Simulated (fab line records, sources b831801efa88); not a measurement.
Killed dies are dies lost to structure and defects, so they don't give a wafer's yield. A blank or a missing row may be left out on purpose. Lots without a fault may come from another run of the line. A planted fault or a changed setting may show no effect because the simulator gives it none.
A struck lot beside a sound one | flow sfq_line | 14 steps out of a route of 325
Sound: wafers L479.1, L479.3, L479.4. Struck: wafers L478.2, L478.5, L478.6. The cause comes at the end.
At each step with rows: each side's tool, then ch and its chambers, then its first start. Under that, the readings that differ: sound wafers | struck wafers | difference of the means | sigmas: that difference in standard deviations of wafers without a fault.
alike: readings whose means differ by less than 2 such deviations, and words and numbers that are the same on both sides. not compared: withheld readings, readings that some wafer has no value for, bounds like >300 that may hide the same value, and numbers for which the record gives no deviation and whose values overlap.
The two part at a step that has a row with sigmas, a row that says differs or no value, or rows on one side only. Numbers that don't overlap but have no deviation are shown without sigmas and don't part them. A reading that every wafer of one side lacks parts them only if that side has two wafers or more.

SFQ_TRILAYER_I0_DEP_PECVD_027: deposits SiO2 from SiH4/N2O, time 111.11 s, target thk 500 nm.
  sound on pecvd-01 ch 0,1,2, day 9 18:42; struck on pecvd-03 ch 1,2, day 9 10:34
  alike: heater_power_w, throttle_valve_pct
SFQ_TRILAYER_I0_CMP_CMP_028: polishes SiO2.
  sound on cmp-02 ch 1,2,3, day 9 19:17; struck on cmp-01 ch 0,3, day 9 13:10
  reading                | sound       | struck      | difference | sigmas
  time_to_endpoint_s (s) | 204 199 220 | 222 224 222 | +15        | +2
  alike: motor_current_A, slurry_flow_ml_min
SFQ_I0_BOW_MEAS_907:
  sound on film_metro-03, day 9 21:47; struck on film_metro-03, day 9 16:11
  alike: I0_BOW
SFQ_TRILAYER_I0_METRO_MEASURE_029:
  sound on film_metro-03, day 9 21:54; struck on film_metro-03, day 9 16:29
  reading     | sound             | struck            | difference | sigmas
  thk_nm (nm) | 198.2 197.9 199.3 | 201.4 200.7 201.3 | +2.7       | +3
then, 6 steps without rows for these wafers: SFQ_TRILAYER_I0_VIA_LITHO_COAT_036 (resist thk 62 nm); SFQ_TRILAYER_I0_VIA_LITHO_COAT_031 (resist thk 650 nm); SFQ_TRILAYER_I0_VIA_LITHO_SOFTBAKE_035; SFQ_TRILAYER_I0_VIA_LITHO_EXPOSE_032 (exposes mask I0, target cd 500 nm); SFQ_TRILAYER_I0_VIA_LITHO_PEB_034 (peb time 60 s); SFQ_TRILAYER_I0_VIA_LITHO_DEVELOP_033 (time 60 s).
-- the record jumps here: 4 days lie between the struck wafers' starts before and after --
SFQ_I0_OVL_MEAS_908:
  sound on overlay-02, day 13 20:19; struck on overlay-02, day 13 13:07
  alike: I0_OVL
SFQ_TRILAYER_I0_VIA_BARC_OPEN_VIA_ETCH_046: etches BARC in O2, target depth 125 nm, time 41.7 s.
  sound on rie_diel-04 ch 0,1,2, day 13 20:20; struck on rie_diel-02 ch 2,3, day 13 13:08
  alike: drypump_motor_current_A, oes_product_au, rf_fwd_power_W
  not compared: rf_hours_counter_h
SFQ_TRILAYER_I0_VIA_ETCH_VIA_ETCH_034: etches SiO2 in CHF3, stops on Nb, target depth 260 nm.
  sound on rie_diel-04 ch 0,1,2, day 13 20:23; struck on rie_diel-02 ch 2,3, day 13 13:11
  reading            | sound             | struck            | difference | sigmas
  rf_fwd_power_W (W) | 501.5 501.2 499.1 | 421.1 420.1 418.8 | -80.6      | -54
  alike: drypump_motor_current_A, oes_product_au
SFQ_TRILAYER_I0_VIA_STRIP_STRIP_035: strips in O2.
  sound on rie_metal-02 ch 0,1, day 13 20:29; struck on rie_metal-02 ch 0,1, day 13 13:17
  alike: drypump_motor_current_A, oes_product_au
  not compared: rf_hours_counter_h

WHERE THEY PART
First at SFQ_TRILAYER_I0_CMP_CMP_028; last, within this record, at SFQ_TRILAYER_I0_VIA_ETCH_VIA_ETCH_034. Later steps at which nothing parts them and some readings are alike: SFQ_TRILAYER_I0_VIA_STRIP_STRIP_035.

WHY: what the simulator had put in
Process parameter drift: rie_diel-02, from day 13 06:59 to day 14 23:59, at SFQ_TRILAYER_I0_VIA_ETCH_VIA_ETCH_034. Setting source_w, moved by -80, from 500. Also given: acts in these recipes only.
